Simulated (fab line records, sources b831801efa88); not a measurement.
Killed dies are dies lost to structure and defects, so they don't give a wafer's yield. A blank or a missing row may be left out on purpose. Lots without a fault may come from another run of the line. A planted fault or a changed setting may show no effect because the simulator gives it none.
fab line records | flow sky130
record lots=6 wafers=18 last_day=49
route steps=708 shown SONOS_TUNNEL@156 SONOS_ONO@168 PAD_OPEN@708
lots that met no fault: from a run of the same line without faults
start_h: hours from the record's first day to the start of the lot's first wafer shown | wait_h: hours since the lot's step before | " the same as in the row above | L1.1+2: a row that stands for several wafers | - no value, or no start given | * or withheld: withheld | < > ~ a bound
route shown NAME@n: a module of which the file shows steps, and the number in the route of the first | usual: mean/standard deviation of fault-free wafers | same: alike in all rows | chamber/n: place in a boat | sites: the reading at each site | _std_site: their standard deviation | _edge_site: outer sites' mean less inner sites' | radius_mm: how far each site lies from the wafer's centre | mask NAME#n: copy n | behind: the tool/chamber that last shaped the wafer | hold: why the lot was held/for how many hours/how that ended | device: the transistor (n, p or np) that didn't switch | end of line: the same wafers' tests at the end of the route | a step without rows: its recipe alone | killed: dies lost to structure and defects at the first sort, not the wafer's yield | map: a wafer's dies, x killed, . not, _ none there
set.NAME: the setting as run; set.NAME@STEP: as run at that earlier step | model.NAME: the simulator's own value behind a step, which no gauge read
lots at some steps of the route; a table a step, a row a wafer
services: from which hour (start_h, from the record's first day; less than 0 if before it) a tool's chamber was out of use, for how many hours, and why
## steps
# step SKY_SONOS_TUNNEL_COAT_02
# recipe resist=NOVOLAK spin_rpm=3000 resist_thk_nm=1140
# step SKY_SONOS_TUNNEL_SOFTBAKE_03
# recipe temp_c=90 time_s=60 resist=NOVOLAK
# step SKY_SONOS_TUNNEL_EXPOSE_04
# recipe mask_id=TUNM na=0.6 source_shape=conventional sigma_outer=0.6 polarization=unpolarized target_cd_nm=410 dose_mj=136
# step SKY_SONOS_TUNNEL_PEB_05
# recipe temp_c=withheld time_s=* resist=NOVOLAK
# step SKY_SONOS_TUNNEL_DEVELOP_06
# recipe resist=NOVOLAK developer=TMAH develop_time_s=60 dev_temp_c=23
# step SKY_SONOS_TUNNEL_CD_MEAS_07
# recipe target_cd_nm=410
# usual cd_nm=410.2/2.1
# columns lot.wafer tool chamber start_h wait_h cd_nm
L785.4 cd_sem-01 - 273.22 0.1 412.3
L785.5 " - " " 411.5
L785.6 " - " " 411.6
L786.1 cd_sem-01 - 280.70 0.1 412.8
L786.3 " - " " 413.4
L786.4 " - " " 411.4
L792.3 cd_sem-02 - 329.39 0.1 406.3
L792.5 " - " " 408.8
L792.6 " - " " 410.2
L794.2 cd_sem-01 - 345.92 0.1 410.2
L794.3 " - " " 410.6
L794.5 " - " " 411.5
L799.3 cd_sem-01 - 382.55 0.1 410.5
L799.5 " - " " 410.2
L799.6 " - " " 411.2
L800.2 cd_sem-01 - 389.67 0.1 410.2
L800.3 " - " " 412.1
L800.5 " - " " 411.1
# step SKY_SONOS_TUNNEL_OVL_MEAS_08
# usual SONOS_TUNNEL_OVL=0.4/1.5
# columns lot.wafer tool chamber start_h wait_h SONOS_TUNNEL_OVL[nm]
L785.4 overlay-01 - 273.30 0.1 -0.1
L785.5 " - " " -1.5
L785.6 " - " " -0.1
L786.1 overlay-02 - 280.82 0.1 0.3
L786.3 " - " " 1.0
L786.4 " - " " 1.8
L792.3 overlay-01 - 329.48 0.1 -0.4
L792.5 " - " " 0.1
L792.6 " - " " 0.1
L794.2 overlay-01 - 346.02 0.1 1.2
L794.3 " - " " 0.7
L794.5 " - " " 1.1
L799.3 overlay-01 - 382.64 0.1 -1.4
L799.5 " - " " -0.3
L799.6 " - " " 0.8
L800.2 overlay-02 - 389.77 0.1 3.0
L800.3 " - " " 0.6
L800.5 " - " " 2.1
# step SKY_SONOS_TUNNEL_IMPLANT_09
# recipe species=B energy_kev=20 dose_cm2=1e+12 tilt_deg=withheld
# step SKY_SONOS_TUNNEL_WET_ETCH_10
# recipe chemistry=dHF target_depth_nm=14 target=SiO2 dilution=100:1 temp_c=25 time_s=280
# step SKY_SONOS_TUNNEL_STRIP_11
# recipe chemistry=SPM time_s=600 temp_c=130
# step SKY_SONOS_TUNNEL_TW_MEAS_12
# usual SONOS_TUNNEL_TW=197.3/1
# columns lot.wafer tool chamber start_h wait_h SONOS_TUNNEL_TW
L785.4 film_metro-03 - 273.78 0.0 196.6
L785.5 " - " " 197.0
L785.6 " - " " 196.5
L786.1 film_metro-01 - 281.37 0.0 198.2
L786.3 " - " " 197.3
L786.4 " - " " 197.2
L792.3 film_metro-04 - 329.94 0.0 197.3
L792.5 " - " " 196.4
L792.6 " - " " 195.6
L794.2 film_metro-04 - 346.47 0.0 198.8
L794.3 " - " " 197.5
L794.5 " - " " 197.8
L799.3 film_metro-03 - 383.12 0.0 196.0
L799.5 " - " " 197.0
L799.6 " - " " 195.2
L800.2 film_metro-01 - 390.23 0.0 196.3
L800.3 " - " " 196.8
L800.5 " - " " 196.5
# step SKY_SONOS_TUNNEL_CLEAN_13
# recipe chemistry=dHF time_s=20 dilution=100:1 dry=ipa_marangoni
# step SKY_SONOS_ONO_OXIDATION_00
# recipe temp_c=800 ambient=O2 idle_temp_c=700 ramp_up_c_per_min=10 ramp_down_c_per_min=3 stabilise_s=600 purge_s=300 target_thk_a=26 ox_time_s=1249
# usual spike_tc_bottom_C=818.4/1 spike_tc_centre_C=800.5/1.1 spike_tc_lower_C=800.0/1 spike_tc_top_C=815.3/1.1 spike_tc_upper_C=800.0/1.9 tube_center_temp_C=800/0.067 tube_center_temp_C_max=802.1/0.35 zone_power_centre_pct=13.5/0.72
# same ox_time_s=1249 purge_s=300
# columns lot.wafer tool chamber start_h wait_h spike_tc_bottom_C spike_tc_centre_C spike_tc_lower_C spike_tc_top_C spike_tc_upper_C tube_center_temp_C tube_center_temp_C_max zone_power_centre_pct model.SiO2_of_SONOS_ONO_OXIDATION_00.thk_nm
L785.4 furnace-01 0 275.59 1.8 816.5 798.3 797.5 814.0 799.4 800.04 802.4 14.2 2.608
L785.5 " 0 " " 819.2 801.0 799.4 815.5 797.5 799.94 802.5 14.2 2.536
L785.6 " 0 " " 817.4 800.4 800.8 814.7 797.3 800.02 801.3 14.4 2.583
L786.1 furnace-01 0 283.16 1.7 816.8 799.9 800.0 814.9 798.9 799.98 801.9 14.5 2.55
L786.3 " 0 " " 818.8 800.5 800.4 814.6 797.4 799.91 802.0 14.3 2.56
L786.4 " 0 " " 815.8 798.8 800.7 813.8 796.0 799.99 802.1 14.3 2.556
L792.3 furnace-01 0 331.42 1.4 808.7 790.4 789.9 805.4 790.4 790.18 792.9 14.0 2.232
L792.5 " 0 " " 807.2 789.4 790.8 805.5 790.1 790.1 792.2 14.1 2.243
L792.6 " 0 " " 808.3 791.1 790.6 807.1 787.9 790.03 791.8 14.2 2.278
L794.2 furnace-01 0 347.07 0.5 807.3 791.5 790.2 804.8 787.9 790.23 792.1 13.9 2.21
L794.3 " 0 " " 808.1 789.8 789.0 805.2 788.3 789.99 791.9 13.9 2.176
L794.5 " 0 " " 807.1 789.7 790.3 805.0 788.8 790.03 791.9 14.2 2.195
L799.3 furnace-02 0 383.17 0.0 816.8 801.6 800.9 816.2 799.1 799.94 802.0 12.8 2.672
L799.5 " 0 " " 818.8 801.4 799.1 816.2 800.9 799.99 801.8 12.9 2.672
L799.6 " 0 " " 818.7 799.0 801.6 814.8 800.1 800.11 802.1 12.9 2.625
L800.2 furnace-02 0 393.13 2.8 818.3 801.8 799.1 815.7 801.7 800.06 802.0 13.0 2.681
L800.3 " 0 " " 818.6 798.4 799.5 815.8 801.2 800.05 801.7 12.8 2.67
L800.5 " 0 " " 818.2 801.9 800.0 817.1 802.4 800.06 803.3 13.0 2.659
# step SKY_SONOS_ONO_THK_MEAS_01
# recipe reads=SiO2_of_SONOS_ONO_OXIDATION_00
# usual SONOS_ONO_OXIDATION_THK=2.63/0.059
# columns lot.wafer tool chamber start_h wait_h SONOS_ONO_OXIDATION_THK[nm]
L785.4 film_metro-03 - 276.97 0.0 2.62
L785.5 " - " " 2.52
L785.6 " - " " 2.58
L786.1 film_metro-03 - 284.51 0.0 2.50
L786.3 " - " " 2.59
L786.4 " - " " 2.57
L792.3 film_metro-03 - 332.78 0.0 2.19
L792.5 " - " " 2.25
L792.6 " - " " 2.29
L794.2 film_metro-03 - 348.43 0.0 2.22
L794.3 " - " " 2.16
L794.5 " - " " 2.15
L799.3 film_metro-03 - 384.54 0.0 2.64
L799.5 " - " " 2.63
L799.6 " - " " 2.59
L800.2 film_metro-02 - 394.48 0.0 2.66
L800.3 " - " " 2.70
L800.5 " - " " 2.65
# step SKY_SONOS_ONO_CVD_02
# recipe material=Si3N4 precursor=DCS/NH3 target_thk_nm=10.5 temp_c=770 time_s=180 pressure_mtorr=250
# step SKY_PAD_OPEN_PROBE_99
# usual killed_at_M0_to_M3=43/6.9 killed_at_M4_up=3.2/2 killed_at_contacts=25/5.1 killed_at_front_end=15/4.5 killed_at_other=0.2/0.51 killed_dies=85/9.5 killed_open=48/6.9 killed_short=38/6.7
# same gross_dies=492 killed_at_back_side=0
# columns lot.wafer tool chamber start_h wait_h killed_at_M0_to_M3 killed_at_M4_up killed_at_contacts killed_at_front_end killed_at_other killed_dies killed_open killed_short model.etest.cap_ono.gate_log10_a_cm2 model.etest.cap_ono.tox_acc_nm model.etest.sonos_erased.vt_v model.etest.sonos_baked.vt_less_v
L785.4 prober-01 - 1094.10 0.2 35 4 22 11 0 72 38 34 -7.89 12.79 -2.411 -0.5705
L785.5 prober-01 - 1094.15 0.2 50 5 25 12 0 92 42 50 -7.719 12.73 -2.396 -0.5601
L785.6 prober-01 - 1094.20 0.2 44 2 28 20 1 95 49 46 -7.987 12.96 -2.321 -0.4674
L786.1 prober-02 - 1100.28 0.1 44 1 24 11 0 80 52 28 -7.94 12.89 -2.316 -0.5582
L786.3 prober-02 - 1100.38 0.2 40 5 19 6 0 70 37 33 -7.836 12.86 -2.334 -0.497
L786.4 prober-02 - 1100.43 0.2 45 2 15 17 1 80 45 35 -7.869 12.84 -2.373 -0.5544
L792.3 prober-02 - 1132.32 0.2 49 2 21 9 0 81 40 41 -7.671 12.62 -2.467 -0.5671
L792.5 prober-02 - 1132.42 0.2 42 1 29 14 0 86 51 35 -7.664 12.65 -2.454 -0.5705
L792.6 prober-02 - 1132.47 0.2 45 3 29 16 1 94 49 45 -7.663 12.7 -2.479 -0.6193
L794.2 prober-02 - 1144.18 0.1 39 9 27 11 3 89 56 33 -7.66 12.62 -2.515 -0.6046
L794.3 prober-02 - 1144.23 0.2 45 5 25 24 0 99 56 43 -7.439 12.54 -2.518 -0.6583
L794.5 prober-02 - 1144.33 0.2 43 4 33 13 0 93 56 37 -7.557 12.62 -2.492 -0.6604
L799.3 prober-01 - 1167.07 0.2 34 7 29 10 0 80 48 32 -8.088 13.05 -2.21 -0.5272
L799.5 prober-01 - 1167.17 0.2 42 2 28 14 1 87 47 40 -8.155 13 -2.256 -0.4317
L799.6 prober-01 - 1167.22 0.2 47 2 19 11 0 79 44 35 -8.092 13.01 -2.26 -0.5051
L800.2 prober-02 - 1173.47 0.1 32 2 16 17 0 67 32 35 -8.012 12.95 -2.297 -0.4831
L800.3 prober-02 - 1173.52 0.2 43 2 26 10 0 81 49 32 -8.018 12.95 -2.284 -0.4958
L800.5 prober-02 - 1173.62 0.2 34 3 31 8 0 76 55 21 -7.955 12.9 -2.327 -0.4815
# killed by level:class
L785.4 LI_CONTACT:geometric_particle:open=8 VIA1:geometric_particle:open=7 CONTACT:geometric_particle:open=5 VIA2:geometric_particle:open=5 POLY_GATE:geometric_particle:open=4 CONTACT:geometric_particle:short=4 METAL3:geometric_particle:short=4 VIA1:geometric_particle:short=4
L785.5 METAL1:geometric_particle:short=10 VIA2:geometric_particle:open=9 CONTACT:geometric_particle:open=8 VIA1:geometric_particle:open=8 LOCAL_INTERCONNECT:geometric_particle:short=7 VIA3:geometric_particle:open=5 LI_CONTACT:geometric_particle:open=5 VIA3:geometric_particle:short=5
L785.6 VIA1:geometric_particle:open=12 CONTACT:geometric_particle:open=11 LI_CONTACT:geometric_particle:open=8 METAL1:geometric_particle:short=7 METAL2:geometric_particle:short=7 POLY_GATE:geometric_particle:short=6 LI_CONTACT:geometric_particle:short=6 FIELD_ISO:geometric_particle:short=4
L786.1 VIA1:geometric_particle:open=11 VIA3:geometric_particle:open=11 LI_CONTACT:geometric_particle:open=9 METAL1:geometric_particle:short=7 CONTACT:geometric_particle:open=6 FIELD_ISO:geometric_particle:open=5 VIA2:geometric_particle:open=5 VIA1:geometric_particle:short=5
L786.3 METAL2:geometric_particle:short=7 VIA3:geometric_particle:open=7 CONTACT:geometric_particle:short=6 VIA1:geometric_particle:open=6 VIA2:geometric_particle:open=6 LI_CONTACT:geometric_particle:open=5 METAL1:geometric_particle:short=5 CONTACT:geometric_particle:open=4
L786.4 VIA1:geometric_particle:open=10 FIELD_ISO:geometric_particle:open=8 LI_CONTACT:geometric_particle:open=8 VIA3:geometric_particle:open=8 VIA1:geometric_particle:short=7 METAL2:geometric_particle:short=6 FIELD_ISO:geometric_particle:short=4 METAL1:geometric_particle:short=4
L792.3 VIA1:geometric_particle:open=10 METAL1:geometric_particle:short=8 CONTACT:geometric_particle:open=8 VIA3:geometric_particle:open=8 VIA1:geometric_particle:short=6 METAL2:geometric_particle:short=6 LI_CONTACT:geometric_particle:open=4 LOCAL_INTERCONNECT:geometric_particle:short=4
L792.5 VIA1:geometric_particle:open=10 CONTACT:geometric_particle:open=10 LI_CONTACT:geometric_particle:open=7 CONTACT:geometric_particle:short=6 VIA1:geometric_particle:short=6 VIA2:geometric_particle:open=6 POLY_GATE:geometric_particle:open=5 VIA3:geometric_particle:open=5
L792.6 METAL2:geometric_particle:short=9 LI_CONTACT:geometric_particle:open=8 VIA1:geometric_particle:open=8 CONTACT:geometric_particle:open=7 FIELD_ISO:geometric_particle:open=6 LOCAL_INTERCONNECT:geometric_particle:short=6 VIA3:geometric_particle:open=6 CONTACT:geometric_particle:short=5
L794.2 VIA1:geometric_particle:open=11 CONTACT:geometric_particle:open=10 VIA2:geometric_particle:open=8 LI_CONTACT:geometric_particle:open=6 METAL4:geometric_particle:open=5 LI_CONTACT:geometric_particle:short=4 METAL1:geometric_particle:short=4 VIA2:geometric_particle:short=4
L794.3 VIA1:geometric_particle:open=15 LI_CONTACT:geometric_particle:open=7 POLY_GATE:geometric_particle:short=6 VIA3:geometric_particle:open=6 METAL1:geometric_particle:short=6 FIELD_ISO:geometric_particle:open=5 FIELD_ISO:geometric_particle:short=5 POLY_GATE:geometric_particle:open=5
L794.5 CONTACT:geometric_particle:open=16 VIA1:geometric_particle:open=9 LI_CONTACT:geometric_particle:open=8 VIA2:geometric_particle:open=8 METAL1:geometric_particle:short=6 VIA1:geometric_particle:short=5 POLY_GATE:geometric_particle:short=4 CONTACT:geometric_particle:short=4
L799.3 CONTACT:geometric_particle:open=16 VIA1:geometric_particle:open=8 LI_CONTACT:geometric_particle:open=7 VIA2:geometric_particle:open=6 POLY_GATE:geometric_particle:short=5 METAL1:geometric_particle:short=5 VIA3:geometric_particle:open=5 VIA1:geometric_particle:short=4
L799.5 CONTACT:geometric_particle:open=9 VIA1:geometric_particle:open=9 LI_CONTACT:geometric_particle:open=7 VIA1:geometric_particle:short=6 METAL2:geometric_particle:short=6 LOCAL_INTERCONNECT:geometric_particle:short=5 FIELD_ISO:geometric_particle:short=4 FIELD_ISO:geometric_particle:open=4
L799.6 VIA1:geometric_particle:open=12 VIA3:geometric_particle:open=7 CONTACT:geometric_particle:open=6 LI_CONTACT:geometric_particle:short=5 VIA2:geometric_particle:open=5 METAL1:geometric_particle:short=5 VIA1:geometric_particle:short=5 POLY_GATE:geometric_particle:short=3
L800.2 VIA1:geometric_particle:open=10 FIELD_ISO:geometric_particle:short=6 CONTACT:geometric_particle:open=6 METAL2:geometric_particle:short=6 FIELD_ISO:geometric_particle:open=5 LI_CONTACT:geometric_particle:open=5 METAL1:geometric_particle:short=4 CONTACT:geometric_particle:short=3
L800.3 LI_CONTACT:geometric_particle:open=12 VIA1:geometric_particle:open=9 VIA3:geometric_particle:open=8 VIA3:geometric_particle:short=6 POLY_GATE:geometric_particle:open=5 CONTACT:geometric_particle:open=4 METAL2:geometric_particle:short=4 VIA2:geometric_particle:open=4
L800.5 CONTACT:geometric_particle:open=15 VIA1:geometric_particle:open=11 VIA2:geometric_particle:open=9 LI_CONTACT:geometric_particle:open=7 POLY_GATE:geometric_particle:open=3 METAL2:geometric_particle:short=3 LOCAL_INTERCONNECT:geometric_particle:short=3 CONTACT:geometric_particle:short=3
## services
# columns tool chamber start_h hours kind
furnace-02 - 267.93 7.4 pm
furnace-01 - 315.22 3.5 pm
## key
first_sign step=SKY_SONOS_ONO_OXIDATION_00 reading=tube_center_temp_C direction=down sigmas=99+ usual=* struck=*
effect step=SKY_SONOS_ONO_OXIDATION_00 reading=tube_center_temp_C_max direction=down sigmas=28 usual=* struck=*
effect step=SKY_SONOS_ONO_THK_MEAS_01 reading=SONOS_ONO_OXIDATION_THK direction=down sigmas=7.1 usual=2.63 struck=2.21
model_effect step=SKY_SONOS_ONO_OXIDATION_00 value=SiO2_of_SONOS_ONO_OXIDATION_00.thk_nm without=2.573 struck=2.222
model_effect step=SKY_PAD_OPEN_PROBE_99 value=etest.cap_ono.gate_log10_a_cm2 without=-8.062 struck=-7.609
met_at SKY_SONOS_ONO_OXIDATION_00
struck_wafers L792.3,L792.5,L792.6,L794.2,L794.3,L794.5
tester_left_out L792,L794
onset_between 283.16 331.42
fault kind=process_parameter_drift tool=furnace-01 chamber=- onset_h=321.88 steps=SKY_SONOS_ONO_OXIDATION_00 channel=temp_c offset=* shape=step end_h=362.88 acts_in=* stated=*
# tester_left_out: of these lots the tester's yield and bins aren't shown, on N5 and GAA mostly nor the transistor test; their killed dies are dies lost to structure and defects alone, not to doping, threshold or leakage, so they don't give the yield
